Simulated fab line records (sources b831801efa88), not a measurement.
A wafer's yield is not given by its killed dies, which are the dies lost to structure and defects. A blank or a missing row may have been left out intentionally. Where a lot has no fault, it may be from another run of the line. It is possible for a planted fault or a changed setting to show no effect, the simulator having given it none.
Comparing a struck lot with a sound one + flow sky130 + 17 steps out of a route of 708
Sound: these wafers, L416.1, L416.4, L416.6. Struck: wafers L426.1, L426.4, L426.6. At the end, the cause is stated.
For every step that has rows: the tool of each side, followed by ch and its chambers, followed by its first start. Under that, the readings that differ: sound wafers + struck wafers + difference of the means + sigmas: that difference in standard deviations of wafers without a fault.
alike: same words and numbers on both sides, and readings whose means sit less than 2 such deviations apart. not compared: any withheld reading, any reading some wafer has no value for, any bound like >300 that may hide the same value, and any number with overlapping values for which the record gives no deviation.
A row with sigmas, a row that says differs or no value, or rows on one side alone: a step with any of these is where the two part. Numbers that have no deviation but don't overlap get no sigmas and don't part them. A reading that every wafer of one side lacks parts them only if that side has two wafers or more.

SKY_VT_ADJUST_HVTP_OVL_MEAS_08:
  sound on overlay-01 at day 6 22:53; struck on overlay-02 at day 9 11:59
  alike: VT_ADJUST_HVTP_OVL
after that, 1 step had no rows for these wafers: SKY_VT_ADJUST_HVTP_IMPLANT_09.
SKY_VT_ADJUST_HVTP_STRIP_10: strips in O2/N2.
  sound on plasma-asher-04 ch 0,1, day 6 23:05; struck on plasma-asher-04 ch 0,1, day 9 12:11
  alike: drypump-motor-current-A, n2-flow-sccm, oes-product-au, strip-time-to-endpoint-s
  not compared: rf-hours-counter-h
SKY_VT_ADJUST_HVTP_TW_MEAS_11:
  sound on film-metro-03 at day 6 23:11; struck on film-metro-04 at day 9 12:17
  alike: VT_ADJUST_HVTP_TW
then, 7 steps without rows for these wafers: SKY_VT_ADJUST_LVTN_DEHYDRATE_00 (time 60 s); SKY_VT_ADJUST_LVTN_HMDS_01 (prime time 60 s); SKY_VT_ADJUST_LVTN_COAT_02 (resist thk 3018 nm); SKY_VT_ADJUST_LVTN_SOFTBAKE_03; SKY_VT_ADJUST_LVTN_EXPOSE_04 (exposes mask NWM COMPLEMENT LESS NATIVE, target cd 840 nm); SKY_VT_ADJUST_LVTN_PEB_05; SKY_VT_ADJUST_LVTN_DEVELOP_06 (develop time 60 s).
SKY_VT_ADJUST_LVTN_OVL_MEAS_07:
  sound on overlay-01 at day 7 19:46; struck on overlay-02 at day 10 11:13
  alike: VT_ADJUST_LVTN_OVL
SKY_VT_ADJUST_LVTN_IMPLANT_08:
  sound on implanter-03 ch 0, day 7 19:48; struck on implanter-01 ch 0, day 10 11:16
| reading                   | sound             | struck            | difference | sigmas |
|---------------------------|-------------------|-------------------|------------|--------|
| implant-ion-amu           | 11 11 11          | 49 49 49          | +38        |        |
| model.implant.rp-nm (nm)  | 96.48 96.48 96.48 | 23.04 23.04 23.04 | -73.44     |        |
| model.implant.drp-nm (nm) | 42.97 42.97 42.97 | 12.97 12.97 12.97 | -30.00     |        |
SKY_VT_ADJUST_LVTN_STRIP_09: strips in O2/N2.
  sound on plasma-asher-02 ch 1, day 7 19:57; struck on plasma-asher-02 ch 0,1, day 10 11:25
| reading                      | sound             | struck            | difference | sigmas |
|------------------------------|-------------------|-------------------|------------|--------|
| strip-time-to-endpoint-s (s) | 37.02 36.98 37.05 | 37.24 37.23 37.18 | +0.20      | +2     |
  alike: drypump-motor-current-A, n2-flow-sccm, oes-product-au
  not compared: rf-hours-counter-h
SKY_VT_ADJUST_LVTN_TW_MEAS_10:
  sound on film-metro-03 at day 7 20:03; struck on film-metro-04 at day 10 11:31
| reading           | sound             | struck            | difference | sigmas      |
|-------------------|-------------------|-------------------|------------|-------------|
| VT_ADJUST_LVTN_TW | 241.6 241.8 242.3 | 371.5 373.7 372.8 | +130.8     | +99 or more |
then, 1 step without rows for these wafers: SKY_VT_ADJUST_LVTN_DEHYDRATE_11 (time 60 s).
-- a jump in the record: the struck wafers' starts before and after are 38 days apart (it breaks off in module VT_ADJUST_LVTN and resumes in module PAD_OPEN, where the first step shown is number 708 of the route) --
SKY_PAD_OPEN_PROBE_99:
  sound on prober-02 at day 46 16:15; struck on prober-02 at day 48 22:34
| reading                                    | sound                | struck               | difference | sigmas |
|--------------------------------------------|----------------------|----------------------|------------|--------|
| model.etest.nfet_01v8_lvt.vt-long-v (V)    | 0.4476 0.4443 0.4514 | 0.4618 0.464 0.4665  | +0.0163    |        |
| model.etest.nfet_01v8.vt-long-v (V)        | 0.5483 0.5457 0.5508 | 0.5591 0.5633 0.5626 | +0.0134    |        |
| model.etest.nfet_01v8.vt-sat-v (V)         | 0.6479 0.6544 0.6522 | 0.6666 0.6721 0.6756 | +0.0199    |        |
| model.etest.nfet_01v8.vt-v (V)             | 0.7041 0.7042 0.7055 | 0.7176 0.7223 0.728  | +0.0180    |        |
| model.etest.nfet_01v8_swapped.vt-v (V)     | 0.7044 0.7042 0.7056 | 0.7176 0.7221 0.7282 | +0.0179    |        |
| model.etest.nfet_01v8_swapped.vt-sat-v (V) | 0.6513 0.6554 0.6537 | 0.6661 0.6715 0.6802 | +0.0191    |        |
| model.etest.nfet_01v8_lvt.vt-v (V)         | 0.6181 0.6218 0.613  | 0.6287 0.6283 0.6376 | +0.0139    |        |
| model.etest.nfet_01v8_turned.vt-sat-v (V)  | 0.656 0.6608 0.6538  | 0.6689 0.675 0.6777  | +0.0170    |        |
  alike: killed_at_M0_to_M3, killed_at_M4_up, killed-at-contacts, killed-at-front-end, killed-at-other, killed-dies, killed-open, killed-short

## WHERE THEY PART
Earliest at SKY_VT_ADJUST_LVTN_STRIP_09; latest, in this record, at SKY_VT_ADJUST_LVTN_TW_MEAS_10. Later steps at which nothing parts them and some readings are alike: SKY_PAD_OPEN_PROBE_99.

WHY: what had been put in by the simulator
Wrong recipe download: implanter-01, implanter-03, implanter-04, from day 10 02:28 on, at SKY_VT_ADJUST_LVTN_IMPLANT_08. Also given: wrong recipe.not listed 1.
